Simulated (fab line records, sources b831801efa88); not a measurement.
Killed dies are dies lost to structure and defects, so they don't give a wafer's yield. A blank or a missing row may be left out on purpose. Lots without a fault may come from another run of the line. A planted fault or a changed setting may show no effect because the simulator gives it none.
Split-lot experiment | flow gf180mcu | 5 lots, 23 wafers read, on a route of 602 steps

THE SPLIT
At GF_M3_SPUTTER_04 (material TiN, target thk 50 nm, time 41.7 s), the setting power_w was moved away from the recipe's 6500 W on 6 of the 23 wafers read, by -11.0% to +11.6%. The other wafers ran this setting at the recipe's value.

The reading is taken at the split's own step.

THE READING
TiN_of_M3_SPUTTER_04.thk_nm (the simulator's own value, which no gauge read), in nm, at GF_M3_SPUTTER_04 (material TiN, target thk 50 nm, time 41.7 s). The file gives no usual value for it. The 17 wafers here that ran the recipe average 49.78 nm, standard deviation 0.32 nm.

wafer  | tool, chamber at the split | power_w as run, W | against the recipe | TiN_of_M3_SPUTTER_04.thk_nm, nm | against lot-mates on the recipe
L076.1 | pvd_sputter-02, -          | 6500              | recipe             | 49.64                           | -
L076.4 | pvd_sputter-02, -          | 6500              | recipe             | 50.36                           | -
L076.5 | pvd_sputter-02, -          | 6500              | recipe             | 50.35                           | -
L077.1 | pvd_sputter-04, -          | 5855              | -9.9%              | 44.72                           | -4.76
L077.2 | pvd_sputter-04, -          | 6500              | recipe             | 49.66                           | -
L077.3 | pvd_sputter-04, -          | 5855              | -9.9%              | 44.91                           | -4.57
L077.5 | pvd_sputter-04, -          | 6500              | recipe             | 49.07                           | -
L077.6 | pvd_sputter-04, -          | 6500              | recipe             | 49.72                           | -
L081.1 | pvd_sputter-01, -          | 6500              | recipe             | 49.63                           | -
L081.2 | pvd_sputter-01, -          | 6500              | recipe             | 49.48                           | -
L081.4 | pvd_sputter-01, -          | 7256              | +11.6%             | 56.04                           | +6.47
L081.5 | pvd_sputter-01, -          | 6500              | recipe             | 49.61                           | -
L081.6 | pvd_sputter-01, -          | 7256              | +11.6%             | 56.02                           | +6.45
L082.1 | pvd_sputter-02, -          | 5786              | -11.0%             | 43.89                           | -5.78
L082.2 | pvd_sputter-02, -          | 6500              | recipe             | 49.59                           | -
L082.3 | pvd_sputter-02, -          | 6500              | recipe             | 49.78                           | -
L082.4 | pvd_sputter-02, -          | 5786              | -11.0%             | 43.79                           | -5.88
L082.5 | pvd_sputter-02, -          | 6500              | recipe             | 49.63                           | -
L083.1 | pvd_sputter-02, -          | 6500              | recipe             | 49.86                           | -
L083.2 | pvd_sputter-02, -          | 6500              | recipe             | 49.91                           | -
L083.3 | pvd_sputter-02, -          | 6500              | recipe             | 49.91                           | -
L083.4 | pvd_sputter-02, -          | 6500              | recipe             | 49.7                            | -
L083.6 | pvd_sputter-02, -          | 6500              | recipe             | 50.28                           | -

THE FIT
A straight line over all 23 wafers: TiN_of_M3_SPUTTER_04.thk_nm changes by +0.529 nm for each +1% of power_w; r = +1.00; the points scatter about the line by 0.3 nm.
The same after taking each lot's own level away (the mean of its wafers on the recipe; 23 wafers): +0.525 nm for each +1%; r = +1.00; scatter 0.27 nm.
On that fit, the largest move of power_w shifts the reading by 6.1 nm.
The lots' own levels span 49.483 to 50.117 nm, that is 2.0 times the standard deviation above.
So the lot-to-lot level changes the slope little: the two slopes agree.
Check: with one of the wafers moved furthest among these (+11.6%) left out of the fit, the line predicts +6.08 nm for it against its lot-mates. It came out at +6.47 nm against them.

THE FILE'S OWN FIT
TiN_of_M3_SPUTTER_04.thk_nm changes by +0.523 nm for each +1% of power_w, r = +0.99.
